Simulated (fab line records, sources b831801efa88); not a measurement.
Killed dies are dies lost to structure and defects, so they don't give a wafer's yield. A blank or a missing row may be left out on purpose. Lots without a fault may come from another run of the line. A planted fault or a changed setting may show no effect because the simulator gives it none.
fab line records | flow gf180mcu
record lots=11 wafers=33 last_day=34
route steps=602 shown HV_LDD@225 PSD@257 SAB@264
lots that met no fault: from a run of the same line without faults
start_h: hours from the record's first day to the start of the lot's first wafer shown | wait_h: hours since the lot's step before | " the same as in the row above | L1.1+2: a row that stands for several wafers | - no value, or no start given | * or withheld: withheld | < > ~ a bound
route shown NAME@n: a module of which the file shows steps, and the number in the route of the first | usual: mean/standard deviation of fault-free wafers | same: alike in all rows | chamber/n: place in a boat | sites: the reading at each site | _std_site: their standard deviation | _edge_site: outer sites' mean less inner sites' | radius_mm: how far each site lies from the wafer's centre | mask NAME#n: copy n | behind: the tool/chamber that last shaped the wafer | hold: why the lot was held/for how many hours/how that ended | device: the transistor (n, p or np) that didn't switch | end of line: the same wafers' tests at the end of the route | a step without rows: its recipe alone | killed: dies lost to structure and defects at the first sort, not the wafer's yield | map: a wafer's dies, x killed, . not, _ none there
set.NAME: the setting as run; set.NAME@STEP: as run at that earlier step | model.NAME: the simulator's own value behind a step, which no gauge read
steps of the route over a sample of lots; a table a step, a row a wafer
services: from which hour (start_h, from the record's first day; less than 0 if before it) a tool's chamber was out of use, for how many hours, and why
## steps
# step GF_HV_LDD_STRIP_49
# recipe chemistry=O2/N2 power_w=1400 pressure_mtorr=1500 platen_temp_c=250 o2_flow_sccm=3000 n2_flow_sccm=300 overash_fraction=0.5
# usual drypump_motor_current_A=5.5/0.51 heater_power_w=345/31 oes_product_au=0.717/0.0043 strip_time_to_endpoint_s=12.61/0.037
# columns lot.wafer tool chamber start_h wait_h drypump_motor_current_A heater_power_w oes_product_au rf_hours_counter_h strip_time_to_endpoint_s
L144.2 plasma_asher-03 0 270.49 0.1 5.5 363 0.720 49 12.67
L144.3 " 1 " " 5.2 314 0.717 - 12.70
L144.5 " 1 " " 5.3 311 0.716 - 12.66
L148.1 plasma_asher-03 0 306.62 0.1 5.5 371 0.724 52 12.60
L148.2 " 1 " " 5.2 309 0.711 52 12.61
L148.3 " 1 " " 5.3 322 0.714 - 12.64
L150.4 plasma_asher-03 0 313.11 0.1 5.5 361 0.722 - 12.54
L150.5 " 1 " " 5.3 316 0.718 - 12.51
L150.6 " 0 " " 5.5 367 0.730 - 12.55
L155.3 plasma_asher-04 1 353.11 0.1 4.8 401 0.724 - 12.60
L155.4 " 0 " " 6.3 330 0.716 - 12.62
L155.6 " 1 " " 4.8 413 0.716 - 12.55
L157.3 plasma_asher-04 0 370.17 0.1 6.3 335 0.719 - 12.59
L157.5 " 0 " " 6.2 333 0.717 - 12.61
L157.6 " 1 " " 4.8 404 0.720 - 12.63
L161.1 plasma_asher-02 1 434.72 0.1 5.9 311 0.715 33 12.61
L161.2 " 0 " " 5.2 331 0.719 33 12.61
L161.3 " 0 " " 5.2 324 0.721 - 12.61
L162.2 plasma_asher-04 1 434.73 0.1 4.8 386 0.714 0 12.64
L162.3 " 0 " " 6.3 322 0.711 - 12.60
L162.6 " 1 " " 4.8 381 0.716 - 12.65
L164.2 plasma_asher-02 1 458.90 0.1 5.9 314 0.715 36 12.69
L164.3 " 0 " " 5.2 331 0.714 - 12.62
L164.4 " 1 " " 5.9 315 0.717 - 12.64
L166.1 plasma_asher-04 0 468.29 0.1 6.3 334 0.719 4 12.62
L166.3 " 1 " " 4.8 392 0.719 - 12.64
L166.6 " 1 " " 4.8 384 0.712 - 12.63
L167.1 plasma_asher-02 1 469.48 0.1 5.9 311 0.712 37 12.66
L167.4 " 0 " " 5.2 331 0.715 - 12.65
L167.6 " 1 " " 5.9 313 0.719 - 12.63
L165.2 plasma_asher-02 1 469.78 0.1 5.9 316 0.720 37 12.61
L165.3 " 0 " " 5.2 339 0.709 - 12.64
L165.5 " 1 " " 5.9 322 0.719 - 12.63
# step GF_HV_LDD_RS_MEAS_53
# recipe thk_meas_gauge=four-point-probe
# usual HV_LDD_RS=418.3/0.89
# columns lot.wafer tool chamber start_h wait_h HV_LDD_RS[ohm/sq]
L144.2 film_metro-04 - 270.78 0.1 417.5
L144.3 " - " " 417.3
L144.5 " - " " 417.5
L148.1 film_metro-04 - 306.90 0.1 420.2
L148.2 " - " " 419.7
L148.3 " - " " 419.8
L150.4 film_metro-04 - 313.41 0.1 418.5
L150.5 " - " " 416.3
L150.6 " - " " 418.2
L155.3 film_metro-02 - 353.39 0.1 419.7
L155.4 " - " " 419.5
L155.6 " - " " 418.9
L157.3 film_metro-04 - 370.45 0.1 418.7
L157.5 " - " " 418.2
L157.6 " - " " 417.8
L161.1 film_metro-02 - 435.00 0.1 417.6
L161.2 " - " " 418.3
L161.3 " - " " 417.4
L162.2 film_metro-03 - 435.03 0.1 417.7
L162.3 " - " " 419.2
L162.6 " - " " 419.1
L164.2 film_metro-02 - 459.19 0.1 418.6
L164.3 " - " " 419.2
L164.4 " - " " 419.1
L166.1 film_metro-04 - 468.57 0.1 417.6
L166.3 " - " " 419.7
L166.6 " - " " 418.6
L167.1 film_metro-03 - 469.77 0.1 417.8
L167.4 " - " " 417.3
L167.6 " - " " 418.4
L165.2 film_metro-03 - 470.08 0.1 417.6
L165.3 " - " " 417.2
L165.5 " - " " 417.8
# step GF_PSD_IMPLANT_09
# recipe species=BF2 energy_kev=40 dose_cm2=1.5e+15 tilt_deg=7
# columns lot.wafer tool chamber start_h wait_h
L144.2+3+5 implanter-02 0 315.60 0.0
L148.1+2+3 implanter-01 0 352.63 0.0
L150.4+5+6 implanter-02 0 357.25 0.1
L155.3+4+6 implanter-01 0 400.92 0.1
L157.3+5+6 implanter-01 0 420.92 0.1
L161.1+2+3 implanter-02 0 485.32 0.0
L162.2+3+6 implanter-04 0 486.41 0.0
L164.2+3+4 implanter-01 0 510.06 0.0
L166.1+3+6 implanter-04 0 518.49 0.0
L167.1+4+6 implanter-04 0 519.65 0.0
L165.2+3+5 implanter-04 0 520.90 0.0
# step GF_PSD_STRIP_10
# recipe chemistry=O2/N2 power_w=1400 pressure_mtorr=1500 platen_temp_c=250 o2_flow_sccm=3000 n2_flow_sccm=300 overash_fraction=0.5
# usual drypump_motor_current_A=5.7/0.57 heater_power_w=338/25 oes_product_au=0.592/0.0044 strip_time_to_endpoint_s=16.502/0.029
# columns lot.wafer tool chamber start_h wait_h drypump_motor_current_A heater_power_w oes_product_au rf_hours_counter_h strip_time_to_endpoint_s
L144.2 plasma_asher-01 1 315.72 0.1 6.3 374 0.587 66 16.475
L144.3 " 1 " " 6.3 362 0.596 - 16.525
L144.5 " 0 " " 6.5 333 0.590 - 16.509
L148.1 plasma_asher-02 0 352.78 0.1 5.2 332 0.584 24 16.498
L148.2 " 1 " " 5.9 317 0.600 24 16.487
L148.3 " 1 " " 5.9 313 0.598 - 16.521
L150.4 plasma_asher-02 1 357.36 0.1 5.9 321 0.594 - 16.483
L150.5 " 1 " " 5.9 319 0.591 - 16.497
L150.6 " 0 " " 5.2 335 0.592 - 16.507
L155.3 plasma_asher-04 1 401.06 0.1 4.8 401 0.608 - 15.877
L155.4 " 0 " " 6.3 337 0.609 - 15.866
L155.6 " 0 " " 6.3 338 0.603 - 15.859
L157.3 plasma_asher-02 0 421.06 0.1 5.2 331 0.605 - 15.832
L157.5 " 1 " " 5.9 314 0.604 - 15.820
L157.6 " 0 " " 5.2 333 0.606 - 15.865
L161.1 plasma_asher-02 1 485.47 0.1 5.9 309 0.595 38 16.448
L161.2 " 0 " " 5.2 330 0.601 38 16.467
L161.3 " 0 " " 5.2 328 0.594 - 16.458
L162.2 plasma_asher-04 1 486.53 0.1 4.8 392 0.595 5 16.512
L162.3 " 1 " " 4.8 377 0.585 - 16.516
L162.6 " 1 " " 4.8 382 0.588 - 16.498
L164.2 plasma_asher-02 0 510.18 0.1 5.2 323 0.588 41 16.548
L164.3 " 0 " " 5.2 336 0.588 - 16.491
L164.4 " 1 " " 5.9 315 0.589 - 16.505
L166.1 plasma_asher-02 0 518.64 0.1 5.2 335 0.589 42 16.539
L166.3 " 1 " " 5.9 313 0.596 - 16.523
L166.6 " 0 " " 5.1 326 0.591 - 16.544
L167.1 plasma_asher-02 1 519.80 0.1 5.9 312 0.591 42 16.493
L167.4 " 1 " " 5.9 297 0.592 - 16.471
L167.6 " 1 " " 5.9 309 0.584 - 16.501
L165.2 plasma_asher-01 0 521.02 0.1 6.5 337 0.596 87 16.507
L165.3 " 0 " " 6.5 340 0.595 - 16.524
L165.5 " 0 " " 6.5 333 0.589 - 16.529
# step GF_PSD_TW_MEAS_11
# usual PSD_TW=3167/32
# columns lot.wafer tool chamber start_h wait_h PSD_TW
L144.2 film_metro-04 - 315.83 0.1 3148
L144.3 " - " " 3140
L144.5 " - " " 3147
L148.1 film_metro-01 - 352.88 0.1 3197
L148.2 " - " " 3173
L148.3 " - " " 3190
L150.4 film_metro-04 - 357.45 0.1 3137
L150.5 " - " " 3138
L150.6 " - " " 3125
L155.3 film_metro-01 - 401.14 0.1 3041
L155.4 " - " " 3064
L155.6 " - " " 3056
L157.3 film_metro-01 - 421.14 0.1 3051
L157.5 " - " " 3058
L157.6 " - " " 3036
L161.1 film_metro-04 - 485.57 0.1 3133
L161.2 " - " " 3142
L161.3 " - " " 3150
L162.2 film_metro-01 - 486.64 0.1 3222
L162.3 " - " " 3213
L162.6 " - " " 3203
L164.2 film_metro-01 - 510.29 0.1 3207
L164.3 " - " " 3200
L164.4 " - " " 3206
L166.1 film_metro-04 - 518.74 0.1 3114
L166.3 " - " " 3116
L166.6 " - " " 3121
L167.1 film_metro-01 - 519.89 0.1 3182
L167.4 " - " " 3220
L167.6 " - " " 3209
L165.2 film_metro-01 - 521.13 0.1 3215
L165.3 " - " " 3197
L165.5 " - " " 3218
# step GF_PSD_RS_MEAS_15
# recipe thk_meas_gauge=four-point-probe
# usual PSD_RS=108.61/0.27
# columns lot.wafer tool chamber start_h wait_h PSD_RS[ohm/sq]
L144.2 film_metro-04 - 316.16 0.1 108.39
L144.3 " - " " 108.42
L144.5 " - " " 108.23
L148.1 film_metro-04 - 353.21 0.1 108.73
L148.2 " - " " 108.88
L148.3 " - " " 108.85
L150.4 film_metro-02 - 357.80 0.1 108.22
L150.5 " - " " 108.21
L150.6 " - " " 108.47
L155.3 film_metro-04 - 401.48 0.1 119.15
L155.4 " - " " 119.24
L155.6 " - " " 119.60
L157.3 film_metro-04 - 421.48 0.1 119.39
L157.5 " - " " 119.01
L157.6 " - " " 119.45
L161.1 film_metro-04 - 485.89 0.1 109.15
L161.2 " - " " 108.73
L161.3 " - " " 108.83
L162.2 film_metro-02 - 486.97 0.1 108.14
L162.3 " - " " 108.50
L162.6 " - " " 108.29
L164.2 film_metro-01 - 510.62 0.1 108.31
L164.3 " - " " 108.43
L164.4 " - " " 108.40
L166.1 film_metro-02 - 519.05 0.1 108.59
L166.3 " - " " 108.94
L166.6 " - " " 108.69
L167.1 film_metro-02 - 520.21 0.1 109.06
L167.4 " - " " 109.19
L167.6 " - " " 109.03
L165.2 film_metro-02 - 521.45 0.1 108.26
L165.3 " - " " 108.24
L165.5 " - " " 108.35
# step GF_SAB_CVD_00
# recipe material=SiO2 target_thk_nm=50 precursor=TEOS temp_c=400 time_s=4.9302 rf_w=600
# usual heater_power_w=713/84 susceptor_temp_C=399.97/0.22
# columns lot.wafer tool chamber start_h wait_h heater_power_w since_wet_clean_h susceptor_temp_C
L144.2 pecvd-03 1 316.26 0.1 737 558 399.93
L144.3 " 2 " " 643 558 400.23
L144.5 " 1 " " 737 - 399.92
L148.1 pecvd-03 2 353.33 0.1 606 595 399.96
L148.2 " 1 " " 698 595 400.08
L148.3 " 0 " " 913 595 400.03
L150.4 pecvd-01 2 357.87 0.0 694 - 399.92
L150.5 " 0 " " 717 - 400.17
L150.6 " 1 " " 678 - 400.12
L155.3 pecvd-01 0 401.56 0.1 570 227 399.84
L155.4 " 2 " " 663 - 400.32
L155.6 " 0 " " 566 - 399.99
L157.3 pecvd-01 2 421.56 0.1 707 247 400.01
L157.5 " 2 " " 705 - 399.87
L157.6 " 0 " " 667 - 400.05
L161.1 pecvd-03 0 486.01 0.1 871 728 399.71
L161.2 " 1 " " 760 728 399.79
L161.3 " 2 " " 651 728 399.58
L162.2 pecvd-03 1 487.07 0.1 724 729 400.25
L162.3 " 0 " " 887 729 399.95
L162.6 " 1 " " 726 - 400.18
L164.2 pecvd-04 1 510.72 0.1 693 544 399.90
L164.3 " 2 " " 746 544 400.23
L164.4 " 1 " " 692 - 399.81
L166.1 pecvd-03 2 519.17 0.1 630 761 400.07
L166.3 " 1 " " 668 761 399.75
L166.6 " 2 " " 628 - 400.19
L167.1 pecvd-04 0 520.33 0.1 738 554 400.47
L167.4 " 1 " " 661 - 400.05
L167.6 " 2 " " 651 - 399.93
L165.2 pecvd-01 0 521.55 0.1 628 347 399.75
L165.3 " 0 " " 617 - 400.08
L165.5 " 0 " " 615 - 399.65
## services
# columns tool chamber start_h hours kind
pecvd-03 - 258.38 0.5 repair
plasma_asher-02 - 262.83 1.6 repair
plasma_asher-03 - 281.20 7.0 repair
plasma_asher-04 - 298.60 0.3 repair
implanter-02 - 308.93 1.4 repair
plasma_asher-02 - 312.78 3.6 repair
implanter-01 - 328.98 6.1 repair
pecvd-01 - 350.74 5.5 pm
implanter-02 - 358.64 3.8 pm
implanter-01 - 368.20 1.1 repair
plasma_asher-03 - 375.55 15.6 pm
pecvd-03 1 397.20 3.3 repair
pecvd-03 - 405.67 2.8 pm
pecvd-03 - 408.89 0.3 repair
implanter-02 - 411.02 1.0 repair
plasma_asher-04 - 421.34 9.0 pm
implanter-02 - 422.30 1.5 repair
implanter-04 - 444.51 2.1 repair
pecvd-03 2 446.12 12.5 repair
implanter-04 - 460.87 2.3 pm
implanter-04 - 468.35 1.9 repair
implanter-01 - 471.40 31.9 pm
implanter-02 - 516.82 5.2 repair
pecvd-01 2 519.22 23.0 repair
## key
first_sign step=GF_PSD_STRIP_10 reading=strip_time_to_endpoint_s direction=down sigmas=23 usual=* struck=*
effect step=GF_PSD_STRIP_10 reading=oes_product_au direction=up sigmas=3.1 usual=0.592 struck=0.606
effect step=GF_PSD_TW_MEAS_11 reading=PSD_TW direction=down sigmas=3.6 usual=3167 struck=3051
effect step=GF_PSD_RS_MEAS_15 reading=PSD_RS direction=up sigmas=40 usual=108.61 struck=119.31
met_at GF_PSD_IMPLANT_09
struck_lots L155,L157
tester_left_out L155,L157
not_acting_at GF_HV_LDD_STRIP_49,GF_HV_LDD_RS_MEAS_53,GF_SAB_CVD_00
onset_between 352.63 400.92
fault kind=process_parameter_drift tool=implanter-01 chamber=- onset_h=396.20 steps=GF_PSD_IMPLANT_09 channel=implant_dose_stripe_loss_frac offset=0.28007 shape=step end_h=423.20
# tester_left_out: of these lots the tester's yield and bins aren't shown, on N5 and GAA mostly nor the transistor test; their killed dies are dies lost to structure and defects alone, not to doping, threshold or leakage, so they don't give the yield
